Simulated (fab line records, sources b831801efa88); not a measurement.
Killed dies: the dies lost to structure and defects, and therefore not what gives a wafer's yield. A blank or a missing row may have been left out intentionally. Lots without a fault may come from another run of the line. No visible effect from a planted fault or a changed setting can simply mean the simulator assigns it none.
A lot that was struck, set against a sound lot | flow sky130 | 24 out of 708 route steps
Sound: wafers L185.2, L185.3, L185.5. The struck wafers were L176.3, L176.4, L176.5. At the end, the cause is stated.
At each step with rows: each side's tool, then ch and its chambers, then its first start. Under that, the readings that differ: sound wafers | struck wafers | difference of the means | sigmas: that difference in standard deviations of wafers without a fault.
alike: words and numbers the same on both sides, and readings whose means are apart by under 2 such deviations; not compared: readings that were withheld, readings missing a value for some wafer, numbers with overlapping values and no deviation given by the record, and bounds like >300 which may hide the same value.
A row with sigmas, a row that says differs or no value, or rows on one side alone: a step with any of these is where the two part. Numbers that don't overlap but have no deviation are shown without sigmas and don't part them. Lack of a reading on every wafer of one side parts them only where that side has two or more wafers.

first, 4 steps without rows for these wafers: SKY_CAPM_SOFTBAKE_08 (time 60 s); SKY_CAPM_EXPOSE_09 (exposes mask CAPM, target cd 1000 nm); SKY_CAPM_PEB_10; SKY_CAPM_DEVELOP_11 (develop time 60 s).
SKY_CAPM_OVL_MEAS_12:
  sound: overlay-02 at day 43 03:41; struck: overlay-01 at day 40 14:07
  reading       | sound          | struck      | difference | sigmas
  CAPM_OVL (nm) | -2.6 -3.2 -1.9 | 1.3 0.9 0.7 | +3.5       | +2
SKY_CAPM_METAL_ETCH_13: etches TiN in Cl2/BCl3, stops on SiO2, target depth 220 nm, time 62.9 s.
  sound on rie_metal-01 ch 0,1, day 43 03:43; struck on rie_metal-02 ch 0,1, day 40 14:10
  reading               | sound             | struck            | difference | sigmas
  oes_product_au (a.u.) | 0.942 0.931 0.933 | 0.950 0.951 0.949 | +0.015     | +2
  alike: drypump_motor_current_A, throttle_valve_pct
  not compared: rf_hours_counter_h
SKY_CAPM_STRIP_14: strips in O2/N2.
  sound on plasma_asher-04 ch 0,1, day 43 03:47; struck on plasma_asher-01 ch 0,1, day 40 14:15
  alike: drypump_motor_current_A, oes_product_au, strip_time_to_endpoint_s
  not compared: rf_hours_counter_h
then, 5 steps without rows for these wafers: SKY_CAPM_STRIP_15 (strips in post etch residue remover, time 1200 s); SKY_CAPM_CLEAN_16 (cleans in IPA, time 180 s); SKY_CAPM_CLEAN_17 (cleans in O3/DIW); SKY_METAL3_DEHYDRATE_05 (time 60 s); SKY_METAL3_HMDS_06 (prime time 60 s).
SKY_METAL3_COAT_07: resist thk 60 nm.
  sound on litho_track-04 ch 0, day 43 16:03; struck on litho_track-01 ch 0, day 41 01:18
  reading              | sound                | struck               | difference | sigmas
  spin_speed_rpm (rpm) | 2997.8 2999.1 3000.6 | 2443.2 2442.8 2442.6 | -556.3     | -99 or more
  alike: exhaust_pa
then, 5 steps without rows for these wafers: SKY_METAL3_COAT_08 (resist thk 1140 nm); SKY_METAL3_SOFTBAKE_09 (time 90 s); SKY_METAL3_EXPOSE_10 (exposes mask MM3, target cd 300 nm); SKY_METAL3_PEB_11; SKY_METAL3_DEVELOP_12 (develop time 60 s).
SKY_METAL3_CD_MEAS_13: target cd 300 nm.
  sound: cd_sem-02 at day 44 02:49; struck: cd_sem-01 at day 41 14:14
  alike: cd_nm
SKY_METAL3_OVL_MEAS_14:
  sound: overlay-02 at day 44 02:56; struck: overlay-01 at day 41 14:19
  alike: METAL3_OVL
SKY_METAL3_DESCUM_15: chemistry O2, time 8 s.
  sound on rie_metal-04 ch 0,1, day 44 02:58; struck on rie_metal-03 ch 0,1, day 41 14:21
  alike: drypump_motor_current_A, oes_product_au
  not compared: rf_hours_counter_h
SKY_METAL3_ETCH_16: etches BARC in N2/H2, stops on SiO2, time 88.2 s, target depth 60 nm.
  sound on rie_metal-04 ch 0,1, day 44 02:59; struck on rie_metal-03 ch 0,1, day 41 14:25
  reading                  | sound             | struck            | difference | sigmas
  oes_product_au (a.u.)    | 0.631 0.631 0.626 | 0.653 0.644 0.644 | +0.018     | +4
  model.etch.depth_nm (nm) | 60.16 60.12 59.96 | 66.72 66.65 66.65 | +6.59      |
  alike: drypump_motor_current_A, throttle_valve_pct
  not compared: rf_hours_counter_h
SKY_METAL3_ETCH_17: etches SiO2 in C4F8/O2/Ar, stops on TiN, time 3.9 s, target depth 15 nm.
  sound on rie_diel-04 ch 0,1,3, day 44 03:05; struck on rie_diel-02 ch 0,1, day 41 14:28
  alike: oes_product_au
  not compared: rf_hours_counter_h
then, 1 step without rows for these wafers: SKY_PAD_OPEN_PROBE_99.

## WHERE THEY PART
Earliest at SKY_CAPM_OVL_MEAS_12; latest, in this record, at SKY_METAL3_ETCH_16. Later steps at which nothing parts them and some readings are alike: SKY_METAL3_ETCH_17.

WHY: what had been put in by the simulator
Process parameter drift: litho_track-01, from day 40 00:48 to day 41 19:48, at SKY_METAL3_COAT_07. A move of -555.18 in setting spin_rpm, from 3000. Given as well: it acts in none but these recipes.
